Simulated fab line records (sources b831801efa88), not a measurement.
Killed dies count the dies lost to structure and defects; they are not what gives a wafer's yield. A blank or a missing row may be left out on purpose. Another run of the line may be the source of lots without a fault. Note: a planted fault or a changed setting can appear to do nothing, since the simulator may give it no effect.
A struck lot beside a sound one || flow sky130 || 22 steps out of a route of 708
Sound: these wafers, L437.1, L437.3, L437.5. The struck wafers were L429.4, L429.5, L429.6. The cause is given at the end.
At each step with rows: each side's tool, then ch and its chambers, then its first start. Under that, the readings that differ: sound wafers || struck wafers || difference of the means || sigmas: that difference in standard deviations of wafers without a fault.
alike: same words and numbers on both sides, and readings whose means sit less than 2 such deviations apart. not compared: any withheld reading, any reading some wafer has no value for, any bound like >300 that may hide the same value, and any number with overlapping values for which the record gives no deviation.
The two part at a step that has a row with sigmas, a row that says differs or no value, or rows on one side only. When numbers do not overlap yet have no deviation, they are printed without sigmas and do not part them. A reading that every wafer of one side lacks parts them only if that side has two wafers or more.

first, 4 steps without rows for these wafers: SKY_PWDE_SOFTBAKE_03; SKY_PWDE_EXPOSE_04 (exposes mask PWDEM, target cd 840 nm); SKY_PWDE_PEB_05; SKY_PWDE_DEVELOP_06 (develop time 60 s).
SKY_PWDE_OVL_MEAS_07:
  struck on overlay-02, day 6 05:56; sound on overlay-02, day 7 17:56
  alike: PWDE_OVL
then, 1 step without rows for these wafers: SKY_PWDE_IMPLANT_08.
SKY_PWDE_STRIP_09: strips in O2/N2.
  sound on plasma_asher-04 ch 0, day 7 18:08; struck on plasma_asher-03 ch 0,1, day 6 06:08
  alike: chamber_pressure_mTorr, drypump_motor_current_A, oes_product_au, strip_time_to_endpoint_s
  not compared: rf_hours_counter_h
SKY_PWDE_TW_MEAS_10:
  struck on film_metro-02, day 6 06:14; sound on film_metro-02, day 7 18:14
  alike: PWDE_TW
then, 4 steps without rows for these wafers: SKY_NWELL_DEHYDRATE_03 (time 60 s); SKY_NWELL_HMDS_04 (prime time 60 s); SKY_NWELL_COAT_05 (resist thk 3000 nm); SKY_NWELL_SOFTBAKE_06.
SKY_NWELL_EXPOSE_07: exposes mask NWM, target cd 840 nm.
  sound on iline_stepper-01 ch 0, day 8 04:21; struck on iline_stepper-02 ch 0, day 6 15:55
{"reading": "mask", "sound": "NWM#0 NWM#0 NWM#0", "struck": "PWDEM#0 PWDEM#0 PWDEM#0", "difference": "differs", "sigmas": ""}
then, 2 steps without rows for these wafers: SKY_NWELL_PEB_08; SKY_NWELL_DEVELOP_09 (develop time 60 s).
SKY_NWELL_OVL_MEAS_10:
  struck on overlay-02, day 7 01:25; sound on overlay-01, day 8 14:16
{"reading": "NWELL_00_OVL (nm)", "sound": "2.1 1.3 0.4", "struck": "- - -", "difference": "no value on the struck wafers", "sigmas": ""}
then, 3 steps without rows for these wafers: SKY_NWELL_IMPLANT_11; SKY_NWELL_IMPLANT_12; SKY_NWELL_IMPLANT_13.
SKY_NWELL_STRIP_14: strips in O2/N2.
  sound on plasma_asher-03 ch 1, day 8 14:46; struck on plasma_asher-03 ch 0,1, day 7 01:55
  alike: chamber_pressure_mTorr, drypump_motor_current_A, oes_product_au, strip_time_to_endpoint_s
  not compared: rf_hours_counter_h
SKY_NWELL_TW_MEAS_15:
  struck on film_metro-02, day 7 02:01; sound on film_metro-03, day 8 14:52
{"reading": "NWELL_TW", "sound": "1801 1796 1805", "struck": "30 30 30", "difference": -1771, "sigmas": "-99 or more"}
then, 1 step without rows for these wafers: SKY_NWELL_DEHYDRATE_16 (time 60 s).

WHERE THEY PART
Earliest at SKY_NWELL_EXPOSE_07; latest, in this record, at SKY_NWELL_TW_MEAS_15.

WHY: whatever the simulator had introduced
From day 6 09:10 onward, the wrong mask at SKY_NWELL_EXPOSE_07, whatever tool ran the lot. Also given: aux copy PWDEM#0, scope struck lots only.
